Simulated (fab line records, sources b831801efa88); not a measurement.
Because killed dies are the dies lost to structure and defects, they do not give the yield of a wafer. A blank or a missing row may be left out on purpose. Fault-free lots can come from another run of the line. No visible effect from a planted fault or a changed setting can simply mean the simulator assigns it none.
Comparing a struck lot with a sound one ; flow sky130 ; 28 out of 708 route steps
Sound: these wafers, L599.3, L599.5, L599.6. Struck: wafer L612.4 (L612.3, L612.6, from the same lot, were not struck and are left out); the cause is given at the end.
Per side, at each step with rows, come the tool, then ch with its chambers, and then its first start. Under that, the readings that differ: sound wafers ; struck wafers ; difference of the means ; sigmas: that difference in standard deviations of wafers without a fault.
alike: a reading whose means differ by less than 2 such deviations, as well as words and numbers matching on both sides. not compared: withheld readings; readings where some wafer has no value; bounds like >300 that might hide an equal value; numbers whose values overlap and for which the record gives no deviation.
A row with sigmas, a row that says differs or no value, or rows on one side alone: a step with any of these is where the two part. Numbers that don't overlap but have no deviation are shown without sigmas and don't part them. Lack of a reading on every wafer of one side parts them only where that side has two or more wafers.

SKY_PASSIVATION_CVD_00: deposits SiO2, target thk 90 nm.
  sound on pecvd-01 ch 0,2, day 45 13:05; struck on pecvd-04 ch 2, day 48 19:20
  alike: heater power w, rf fwd power W
SKY_PASSIVATION_THK_MEAS_01:
  struck on film metro-02, day 48 19:23; sound on film metro-02, day 45 13:08
  alike: PASSIVATION_CVD_00_THK
SKY_PASSIVATION_CVD_02: deposits Si3N4, target thk 540 nm.
  sound on pecvd-03 ch 0,1,2, day 45 13:11; struck on pecvd-03 ch 0, day 48 19:26
  alike: heater power w, rf fwd power W
SKY_PASSIVATION_THK_MEAS_03:
  struck on film metro-04, day 48 19:41; sound on film metro-02, day 45 13:25
  alike: PASSIVATION_CVD_02_THK
then, 7 steps without rows for these wafers: SKY_PASSIVATION_DEHYDRATE_04 (time 60 s); SKY_PASSIVATION_HMDS_05 (prime time 60 s); SKY_PASSIVATION_COAT_06 (resist thk 3000 nm); SKY_PASSIVATION_SOFTBAKE_07; SKY_PASSIVATION_EXPOSE_08 (exposes mask NSM, target cd 3000 nm); SKY_PASSIVATION_PEB_09; SKY_PASSIVATION_DEVELOP_10 (develop time 60 s).
SKY_PASSIVATION_ETCH_11: etches the open film in CF4/O2, stops on AlCu, target depth 725 nm, time 161.1 s.
  sound on rie diel-04 ch 1,2,3, day 46 11:11; struck on rie diel-03 ch 2, day 49 14:17
  alike: O2_flow_sccm, drypump motor current A, oes product au, rf fwd power W, throttle valve pct
  not compared: rf hours counter h
SKY_PASSIVATION_STRIP_12: strips in O2/N2.
  sound on plasma asher-01 ch 0,1, day 46 11:19; struck on plasma asher-01 ch 1, day 49 14:25
  alike: drypump motor current A, oes product au, strip time to endpoint s
  not compared: rf hours counter h
then, 7 steps without rows for these wafers: SKY_PAD_OPEN_DEHYDRATE_00 (time 60 s); SKY_PAD_OPEN_HMDS_01 (prime time 60 s); SKY_PAD_OPEN_COAT_02 (resist thk 3000 nm); SKY_PAD_OPEN_SOFTBAKE_03; SKY_PAD_OPEN_EXPOSE_04 (exposes mask PDM, target cd 60000 nm); SKY_PAD_OPEN_PEB_05; SKY_PAD_OPEN_DEVELOP_06 (develop time 60 s).
SKY_PAD_OPEN_ETCH_07: etches the open film in CF4/O2, stops on AlCu, target depth 725 nm, time 161.1 s.
  sound on rie diel-03 ch 1,2,3, day 47 08:17; struck on rie diel-03 ch 0, day 50 08:04
  alike: O2_flow_sccm, drypump motor current A, oes product au, rf fwd power W, throttle valve pct
  not compared: rf hours counter h
SKY_PAD_OPEN_STRIP_08: strips in O2/N2.
  sound on plasma asher-03 ch 0,1, day 47 08:25; struck on plasma asher-02 ch 1, day 50 08:12
reading;sound;struck;difference;sigmas
drypump motor current A (A);6.1 6.1 6.1;5.2;-0.9;-2
  alike: oes product au
  not compared: rf hours counter h
then, 4 steps without rows for these wafers: SKY_PAD_OPEN_STRIP_09 (strips in post etch residue remover, time 1200 s); SKY_PAD_OPEN_CLEAN_10 (cleans in IPA, time 180 s); SKY_PAD_OPEN_CLEAN_11 (cleans in O3/DIW); SKY_PAD_OPEN_ANNEAL_12.
SKY_PAD_OPEN_BOW_MEAS_13:
  struck on film metro-03, day 50 10:46; sound on film metro-03, day 47 10:34
  alike: PAD_OPEN_BOW
SKY_PAD_OPEN_PROBE_99:
  struck on prober-02, day 50 10:59; sound on prober-02, day 47 10:44
reading;sound;struck;difference;sigmas
defect limited yield (%);84.8 84.6 85.2;73.4;-11.5;-6
killed at other;0 0 1;57;+57;+99 or more
killed dies;75 76 73;131;+56;+6
sort_bin_3_pad_short (%);0.2 1.0 1.2;3.9;+3.1;+8
sort_bin_5_function (%);8.9 9.1 8.1;16.3;+7.6;+5
sort n pass;417 416 419;361;-56;-6
sort yield pct (%);84.8 84.6 85.2;73.4;-11.5;-6
model.etest.tester.sort n pass;417 416 419;361;-56;
model.etest.tester.sort yield pct (%);84.76 84.55 85.16;73.37;-11.45;
model.etest.tester.sort_bin_5_pct (%);8.943 9.146 8.13;16.26;+7.52;
model.etest.tester.sort_bin_3_pct (%);0.2033 1.016 1.22;3.862;+3.049;
  alike: killed_at_M0_to_M3, killed_at_M4_up, killed at contacts, killed at front end, killed open, killed short, sort_bin_6_memory

WHERE THEY PART
First at SKY_PAD_OPEN_STRIP_08; last, within this record, at SKY_PAD_OPEN_PROBE_99.

WHY: the cause the simulator had injected
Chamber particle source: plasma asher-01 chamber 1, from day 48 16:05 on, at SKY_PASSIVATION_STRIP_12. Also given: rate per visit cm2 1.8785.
